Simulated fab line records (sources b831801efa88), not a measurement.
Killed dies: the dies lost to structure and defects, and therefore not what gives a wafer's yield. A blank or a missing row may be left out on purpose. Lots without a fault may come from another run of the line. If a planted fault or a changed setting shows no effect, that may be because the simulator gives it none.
fab line records	flow sfqLine
record lots=6	wafers=18	lastDay=80
route steps=325 shown M1@62 I1@73
lots that met no fault: from a run of the same line without faults
startH: start of the lot's first displayed wafer, in hours after the record's first day	waitH: time in hours since the lot's previous step	" as in the row above	L1.1+2: a single row standing in for several wafers	- either no value or no given start	* or withheld: withheld	< > ~ a bound
route shown NAME@n: a module of which the file shows steps, and the number in the route of the first	usual: the fault-free wafers' mean and standard deviation	same: alike in all rows	chamber/n: place in a boat	sites: each site's reading	_std_site: the standard deviation of these	_edge_site: mean of outer sites minus mean of inner sites	radiusMm: for every site, how far away it sits from the centre of the wafer	mask NAME#n: copy n	behind: the tool/chamber that last shaped the wafer	hold: cause of the lot's hold/its duration in hours/its outcome	device: the transistor (n, p or np) that didn't switch	end of line: the same wafers' tests at the end of the route	where a step has no rows: the recipe by itself	killed: dies lost to structure and defects at the first sort, not the wafer's yield	map: shows each die of a wafer: x if killed, . if not, _ if none is there
set.NAME: the setting the step ran with; set.NAME@STEP: the setting that earlier step ran with	model.NAME: the simulator's own value behind a step, which no gauge read
a table for each step, a row for each wafer; lots at some steps of the route
services: the hour from which a tool's chamber was out of use, counted from the record's first day as startH (under 0 if before that day), plus the number of hours and why
## steps
# step SFQ_TRILAYER_M1_LITHO_COAT_044
# recipe resist=BARC	spinRpm=3000	resistThkNm=62
# step SFQ_TRILAYER_M1_LITHO_COAT_039
# recipe resist=KrF	spinRpm=3000	resistThkNm=600
# step SFQ_TRILAYER_M1_LITHO_SOFTBAKE_043
# recipe tempC=withheld	timeS=withheld	resist=KrF
# step SFQ_TRILAYER_M1_LITHO_EXPOSE_040
# recipe maskId=M1	na=0.6	sourceShape=conventional	sigmaOuter=0.65	targetCdNm=500	doseMj=14.4
# step SFQ_TRILAYER_M1_LITHO_PEB_042
# recipe pebTempC=115	pebTimeS=60	resist=KrF
# step SFQ_TRILAYER_M1_LITHO_DEVELOP_041
# recipe timeS=60	resist=KrF
# step SFQ_M1_OVL_MEAS_911
# usual M1_OVL=1/5.2
lot.wafer	tool	chamber	startH	waitH	M1_OVL[nm]
L569.1	overlay-01	-	286.86	0.1	0
L569.5	"	-	"	"	-6
L569.6	"	-	"	"	1
L580.2	overlay-02	-	370.42	0.1	1
L580.3	"	-	"	"	-1
L580.6	"	-	"	"	-4
L581.2	overlay-01	-	390.04	0.1	0
L581.4	"	-	"	"	4
L581.5	"	-	"	"	-1
L582.1	overlay-01	-	391.24	0.1	1
L582.3	"	-	"	"	2
L582.5	"	-	"	"	-1
L587.1	overlay-02	-	433.35	0.1	7
L587.3	"	-	"	"	-2
L587.6	"	-	"	"	-1
L590.2	overlay-02	-	454.74	0.1	-5
L590.4	"	-	"	"	-6
L590.6	"	-	"	"	-3
# step SFQ_TRILAYER_M1_BARC_OPEN_METAL_ETCH_054
# recipe maskMaterial=PR	chemistry=O2	targetDepthNm=125	target=BARC	icpW=600	biasW=80	pressureMtorr=10	timeS=41.7
# usual drypumpMotorCurrentA=5.16/0.19	oesProductAu=0.685/0.0044
lot.wafer	tool	chamber	startH	waitH	drypumpMotorCurrentA	oesProductAu	rfHoursCounterH
L569.1	rieMetal-04	0	286.90	0.0	5.07	0.681	152
L569.5	"	0	"	"	5.08	0.691	-
L569.6	"	0	"	"	5.08	0.676	-
L580.2	rieMetal-04	0	370.45	0.0	5.06	0.683	171
L580.3	"	1	"	"	4.85	0.688	-
L580.6	"	1	"	"	4.86	0.681	-
L581.2	rieMetal-04	0	390.07	0.0	5.05	0.694	175
L581.4	"	1	"	"	4.84	0.688	-
L581.5	"	1	"	"	4.85	0.686	-
L582.1	rieMetal-03	0	391.27	0.0	5.29	0.690	151
L582.3	"	0	"	"	5.30	0.678	-
L582.5	"	1	"	"	5.38	0.683	-
L587.1	rieMetal-03	0	433.39	0.0	5.29	0.678	159
L587.3	"	1	"	"	5.41	0.682	-
L587.6	"	0	"	"	5.30	0.683	-
L590.2	rieMetal-03	1	454.77	0.0	5.41	0.687	162
L590.4	"	0	"	"	5.31	0.679	-
L590.6	"	0	"	"	5.29	0.688	-
# step SFQ_TRILAYER_M1_ETCH_METAL_ETCH_042
# recipe target=Nb	stopOn=SiO2	maskMaterial=PR	chemistry=Cl2/Ar	targetDepthNm=240	icpW=600	biasW=80	pressureMtorr=10	timeS=120
# usual drypumpMotorCurrentA=5.16/0.19	oesProductAu=0.895/0.0081
lot.wafer	tool	chamber	startH	waitH	drypumpMotorCurrentA	oesProductAu	rfHoursCounterH
L569.1	rieMetal-04	0	287.02	0.1	5.05	0.897	152
L569.5	"	0	"	"	5.07	0.891	-
L569.6	"	0	"	"	5.05	0.887	-
L580.2	rieMetal-04	0	370.51	0.0	5.08	0.891	171
L580.3	"	1	"	"	4.84	0.883	-
L580.6	"	1	"	"	4.86	0.888	-
L581.2	rieMetal-04	0	390.13	0.0	5.06	0.897	175
L581.4	"	1	"	"	4.84	0.908	-
L581.5	"	1	"	"	4.83	0.890	-
L582.1	rieMetal-03	0	391.33	0.0	5.31	0.884	151
L582.3	"	0	"	"	5.31	0.896	-
L582.5	"	1	"	"	5.44	0.884	-
L587.1	rieMetal-03	0	433.45	0.0	5.29	0.894	160
L587.3	"	1	"	"	5.39	0.902	-
L587.6	"	0	"	"	5.31	0.891	-
L590.2	rieMetal-03	1	454.83	0.0	5.42	0.878	162
L590.4	"	0	"	"	5.32	0.874	-
L590.6	"	0	"	"	5.28	0.880	-
# step SFQ_TRILAYER_M1_STRIP_STRIP_043
# recipe gas=O2	powerW=200	platenTempC=40	overashFraction=0.65	chemistry=O2	pressureMtorr=50
# usual drypumpMotorCurrentA=5.16/0.19	oesProductAu=1.006/0.011	platenTempC=39.98/0.11
lot.wafer	tool	chamber	startH	waitH	drypumpMotorCurrentA	oesProductAu	platenTempC	rfHoursCounterH
L569.1	rieMetal-04	0	287.27	0.2	5.06	1.011	40.15	153
L569.5	"	0	"	"	5.05	1.013	39.99	-
L569.6	"	0	"	"	5.07	1.017	40.00	-
L580.2	rieMetal-04	0	370.63	0.1	5.06	1.009	39.87	171
L580.3	"	1	"	"	4.85	0.986	39.92	-
L580.6	"	1	"	"	4.86	0.997	39.92	-
L581.2	rieMetal-04	0	390.26	0.1	5.06	1.010	39.84	175
L581.4	"	1	"	"	4.83	0.992	40.15	-
L581.5	"	1	"	"	4.85	1.005	40.09	-
L582.1	rieMetal-03	0	391.46	0.1	5.31	0.994	39.93	151
L582.3	"	0	"	"	5.29	1.006	39.94	-
L582.5	"	1	"	"	5.41	1.000	40.07	-
L587.1	rieMetal-03	0	433.57	0.1	5.29	0.996	39.86	160
L587.3	"	1	"	"	5.42	1.000	39.96	-
L587.6	"	0	"	"	5.30	0.993	39.93	-
L590.2	rieMetal-03	1	454.96	0.1	5.42	1.008	40.21	162
L590.4	"	0	"	"	5.30	1.000	39.82	-
L590.6	"	0	"	"	5.29	1.002	40.03	-
# step SFQ_TRILAYER_M1_STRIP_SOLV_CLEAN_044
# recipe chemistry=NMP	tempC=70	timeS=600
# step SFQ_TRILAYER_I1_DEP_PECVD_045
# recipe material=SiO2	tempC=150	timeS=111.11	pressureTorr=2.4	rfW=183.3	precursor=SiH4/N2O	targetThkNm=500
# usual heaterPowerW=79/14	runLengthS=139.0/0.43	throttleValvePct=24.5/1.5
lot.wafer	tool	chamber	startH	waitH	heaterPowerW	runLengthS	throttleValvePct	model.SiO2_of_TRILAYER_I1_DEP_PECVD_045.thkNm
L569.1	pecvd-01	2	288.64	0.0	81	138.7	23.1	491.7
L569.5	"	2	"	"	85	139.0	23.3	502.5
L569.6	"	0	"	"	71	138.9	23.5	500.4
L580.2	pecvd-01	1	371.41	0.0	61	120.9	22.8	414.6
L580.3	"	2	"	"	77	121.0	23.1	426.2
L580.6	"	1	"	"	63	121.1	22.9	427.3
L581.2	pecvd-02	1	391.03	0.0	58	139.3	25.2	506.5
L581.4	"	0	"	"	83	139.5	28.6	506.4
L581.5	"	2	"	"	74	138.8	24.0	507.7
L582.1	pecvd-01	0	392.23	0.0	77	120.8	23.7	428
L582.3	"	2	"	"	78	120.7	23.4	419.4
L582.5	"	1	"	"	60	121.1	23.0	422.7
L587.1	pecvd-02	1	434.35	0.0	64	140.2	24.9	497.9
L587.3	"	2	"	"	70	138.4	23.7	496.5
L587.6	"	1	"	"	66	139.6	25.2	505.6
L590.2	pecvd-04	1	455.73	0.0	114	140.1	25.0	496
L590.4	"	1	"	"	115	139.0	24.8	495.9
L590.6	"	0	"	"	81	138.6	26.1	497.6
# step SFQ_TRILAYER_I1_CMP_CMP_046
# recipe material=SiO2	downForcePsi=3	platenRpm=60	padVelocityMS=0.94248
# usual motorCurrentA=9.9/0.52	timeToEndpointS=216/8.5
lot.wafer	tool	chamber	startH	waitH	motorCurrentA	timeToEndpointS
L569.1	cmp-01	3	293.92	5.2	11.0	218
L569.5	"	1	294.92	6.2	10.1	217
L569.6	"	2	"	"	10.3	221
L580.3	cmp-01	2	374.86	3.4	10.5	163
L580.2	"	3	"	"	10.3	161
L580.6	"	3	377.36	5.9	10.6	163
L581.2	cmp-01	1	392.03	1.0	10.9	215
L581.4	"	3	393.03	1.9	11.4	217
L581.5	"	1	394.03	2.9	10.6	221
L582.1	cmp-02	1	395.43	3.2	9.8	173
L582.3	"	2	"	"	9.5	156
L582.5	"	3	"	"	10.1	157
L587.3	cmp-01	2	444.22	9.8	11.0	207
L587.1	"	1	445.72	11.3	10.3	202
L587.6	"	2	"	"	10.8	211
L590.2	cmp-02	3	460.61	4.8	9.8	201
L590.4	"	1	461.61	5.8	10.1	226
L590.6	"	0	463.11	7.3	9.8	219
# step SFQ_I1_BOW_MEAS_912
# recipe mode=bow
# usual I1_BOW=4/7.8
lot.wafer	tool	chamber	startH	waitH	I1_BOW[um]
L569.1	filmMetro-02	-	295.92	1.5	2
L569.5	"	-	"	"	2
L569.6	"	-	"	"	2
L580.2	filmMetro-02	-	377.88	2.0	7
L580.3	"	-	"	"	14
L580.6	"	-	"	"	1
L581.2	filmMetro-03	-	395.05	2.5	3
L581.4	"	-	"	"	4
L581.5	"	-	"	"	-3
L582.1	filmMetro-04	-	397.43	1.5	11
L582.3	"	-	"	"	5
L582.5	"	-	"	"	-5
L587.1	filmMetro-02	-	447.22	1.0	10
L587.3	"	-	"	"	6
L587.6	"	-	"	"	-3
L590.2	filmMetro-02	-	463.63	2.5	7
L590.4	"	-	"	"	9
L590.6	"	-	"	"	19
## services
tool	chamber	startH	hours	kind
rieMetal-04	-	271.44	0.1	repair
pecvd-04	0	280.40	10.4	repair
rieMetal-04	1	282.21	-	clean
rieMetal-04	1	282.21	18.3	scheduledDown
rieMetal-04	1	282.21	18.3	ventCycle
pecvd-04	2	286.73	13.4	repair
cmp-01	-	298.48	3.0	repair
rieMetal-03	-	325.92	2.1	repair
pecvd-01	-	329.85	0.8	repair
cmp-01	-	342.23	2.8	repair
rieMetal-03	-	355.40	0.2	repair
pecvd-01	-	356.46	1.4	repair
cmp-01	-	363.94	1.9	repair
pecvd-01	1	371.70	1.9	repair
cmp-02	-	376.78	1.0	repair
pecvd-04	-	389.95	2.8	pm
pecvd-02	-	399.43	2.8	repair
cmp-02	-	406.43	4.0	pm
rieMetal-04	0	409.70	9.2	repair
rieMetal-04	0	419.14	-	clean
cmp-01	-	425.03	16.2	pm
cmp-02	-	430.81	2.8	repair
pecvd-01	-	445.56	6.0	pm
cmp-01	-	457.92	1.1	repair
## key
firstSign step=SFQ_TRILAYER_I1_DEP_PECVD_045	reading=runLengthS	direction=down	sigmas=42	usual=*	struck=*
effect step=SFQ_TRILAYER_I1_CMP_CMP_046	reading=timeToEndpointS	direction=down	sigmas=6.4	usual=*	struck=*
modelEffect step=SFQ_TRILAYER_I1_DEP_PECVD_045	value=SiO2_of_TRILAYER_I1_DEP_PECVD_045.thkNm	without=504.4	struck=423
metAt SFQ_TRILAYER_I1_DEP_PECVD_045
struckWafers L580.2,L580.3,L580.6,L582.1,L582.3,L582.5
onsetBetween 288.64 371.41
fault kind=processParameterDrift	tool=pecvd-01	chamber=-	onsetH=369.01	steps=SFQ_TRILAYER_I1_DEP_PECVD_045	channel=timeS	offset=*	shape=step	endH=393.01	actsIn=*	stated=*
